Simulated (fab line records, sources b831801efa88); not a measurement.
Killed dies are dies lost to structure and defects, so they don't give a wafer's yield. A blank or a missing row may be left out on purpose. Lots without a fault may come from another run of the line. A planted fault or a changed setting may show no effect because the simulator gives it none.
Chamber matching | flow sfq_line | SFQ_TRILAYER_I3_CMP_CMP_082 on cmp-02: 4 sister chambers
The step polishes SiO2. 4 wafers are shown with their chamber, then 9 later ones without.

WAFERS WITH THEIR CHAMBER
wafer  | chamber | motor_current_A (A)
L111.4 | 1       | 8.2
L115.4 | 0       | 10.3
L115.2 | 3       | 12.2
L115.3 | 2       | 8.8

WAFERS WITHOUT THEIR CHAMBER
wafer  | motor_current_A (A)
L117.1 | 8.8
L117.2 | 8.7
L117.5 | 11.3
L119.2 | 8.6
L119.3 | 11.9
L119.4 | 9.7
L120.3 | 11.5
L120.4 | 9.6
L120.6 | 11.0

WHICH CHAMBER EACH WENT THROUGH
wafer  | from the rows above          | in truth
L117.1 | can't be placed: 2 or 1      | 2
L117.2 | can't be placed: 2 or 1      | 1
L117.5 | can't be placed: 3 or 0      | 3
L119.2 | can't be placed: 2 or 1      | 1
L119.3 | 3                            | 3
L119.4 | can't be placed: 0 or 2 or 1 | 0
L120.3 | can't be placed: 3 or 0      | 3
L120.4 | can't be placed: 0 or 2 or 1 | 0
L120.6 | can't be placed: 0 or 3      | 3
Placed correctly: 1 of 9. Can't be placed from these rows: 8 (the true chamber is among the candidates in 8). Placed wrongly: 0.
How it was worked out, from the rows above alone: a wafer's distance from a chamber is the root of the sum, over the readings, of the square of ((its reading less the chamber's mean) divided by the reading's scatter). The wafer belongs to the nearest chamber; if the next one is less than 2 further off, it can't be placed. A chamber's mean is the mean of its shown wafers. The scatter: with one shown wafer a chamber, the root of the mean of the squares of how far each hidden wafer lies from its nearest shown one.
